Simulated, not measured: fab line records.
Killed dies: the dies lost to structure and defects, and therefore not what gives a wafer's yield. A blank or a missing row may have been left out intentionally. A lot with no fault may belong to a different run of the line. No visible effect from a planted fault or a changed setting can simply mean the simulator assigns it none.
Shared-tool check | flow gf180mcu | 13 lots, 39 wafers sampled

THE REASON FOR OPENING IT
At GF_POLY_GATE_THK_MEAS_01 the reading POLY_GATE_CVD_00_THK is flagged on 3 of 13 lots. No-fault wafers: 200.3 nm, standard deviation 1.9.
Rule: a lot gets a flag if all its wafers with a number sit over 4 standard deviations from that mean, or if no wafer of it has a number. The rest of the lots are taken to be sound.

lot  | measured     | on            | POLY_GATE_CVD_00_THK (nm), wafer by wafer | flag
L815 | day 8 22:02  | film-metro-04 | 201.5 203.1 202.4                         |
L818 | day 9 12:47  | film-metro-01 | 203.9 203.4 202.2                         |
L820 | day 9 22:41  | film-metro-02 | 200.0 201.2 201.0                         |
L821 | day 10 04:23 | film-metro-04 | 201.9 201.5 201.3                         |
L822 | day 10 14:06 | film-metro-04 | 201.0 202.1 200.2                         |
L823 | day 11 01:47 | film-metro-01 | 199.7 197.6 197.5                         |
L826 | day 12 01:34 | film-metro-01 | 372.0 371.6 371.0                         | FLAGGED
L827 | day 12 05:55 | film-metro-02 | 372.1 371.1 373.0                         | FLAGGED
L828 | day 12 10:40 | film-metro-01 | 370.6 370.8 371.7                         | FLAGGED
L830 | day 13 03:37 | film-metro-04 | 201.2 200.4 200.2                         |
L835 | day 15 05:13 | film-metro-04 | 200.0 198.2 199.5                         |
L836 | day 15 08:44 | film-metro-02 | 197.1 195.0 195.5                         |
L837 | day 15 18:10 | film-metro-04 | 199.9 199.2 200.0                         |
Average over the flagged lots: 371.5 nm; offset from the usual +171.2 nm, equal to +90 standard deviations.

TOOL THAT RAN EACH LOT
The record keeps 1 process step preceding the reading, out of 602 steps on the route. Every cell lists first the tool, next ch and the chambers used by the sampled wafers, and last the start.
lot  | flag    | GF_POLY_GATE_CVD_00
L815 |         | lpcvd-01 ch 1, day 8 20:41
L818 |         | lpcvd-01 ch 0, day 9 11:26
L820 |         | lpcvd-02 ch 1, day 9 21:20
L821 |         | lpcvd-01 ch 0, day 10 03:04
L822 |         | lpcvd-02 ch 1, day 10 12:46
L823 |         | lpcvd-01 ch 1, day 10 23:47
L826 | FLAGGED | lpcvd-02 ch 1, day 11 23:34
L827 | FLAGGED | lpcvd-02 ch 0, day 12 04:34
L828 | FLAGGED | lpcvd-02 ch 0, day 12 09:19
L830 |         | lpcvd-01 ch 1, day 13 02:17
L835 |         | lpcvd-01 ch 0, day 15 03:52
L836 |         | lpcvd-01 ch 0, day 15 07:24
L837 |         | lpcvd-02 ch 0, day 15 16:49
What is done by these steps:
- GF_POLY_GATE_CVD_00: deposits poly-Si, target thk 200 nm, time 1200 s.
- GF_POLY_GATE_THK_MEAS_01

FLAGGED AGAINST TOTAL, ONE TOOL AT A TIME (gauges that did the reading follow at the end)
step                     | tool          | lots run | flagged | share of the flagged lots | sound lots run after its first flagged lot
GF_POLY_GATE_CVD_00      | lpcvd-01      | 7        | 0       | none                      | -
GF_POLY_GATE_CVD_00      | lpcvd-02      | 6        | 3       | all                       | 1 (L837)
GF_POLY_GATE_THK_MEAS_01 | film-metro-01 | 4        | 2       | some                      | 0
GF_POLY_GATE_THK_MEAS_01 | film-metro-02 | 3        | 1       | some                      | 1 (L836)
GF_POLY_GATE_THK_MEAS_01 | film-metro-04 | 6        | 0       | none                      | -

THE TABLE: WHAT IT ALLOWS
1 row of the table ran every flagged lot: lpcvd-02 at GF_POLY_GATE_CVD_00.
- lpcvd-02 at GF_POLY_GATE_CVD_00: 3 of its 6 lots flagged. Sound lots ran on it after the first flagged one (L837), which a lasting fault on the whole tool wouldn't allow. Its own readings lie more than 4 standard deviations out on every wafer of the flagged lots: spike-tc-bottom-C, spike-tc-centre-C, spike-tc-lower-C, spike-tc-top-C, spike-tc-upper-C, susceptor-temp-C.
No row of the table ran every flagged lot and no sound lot after the first.

WHAT THE SIMULATOR PUT IN
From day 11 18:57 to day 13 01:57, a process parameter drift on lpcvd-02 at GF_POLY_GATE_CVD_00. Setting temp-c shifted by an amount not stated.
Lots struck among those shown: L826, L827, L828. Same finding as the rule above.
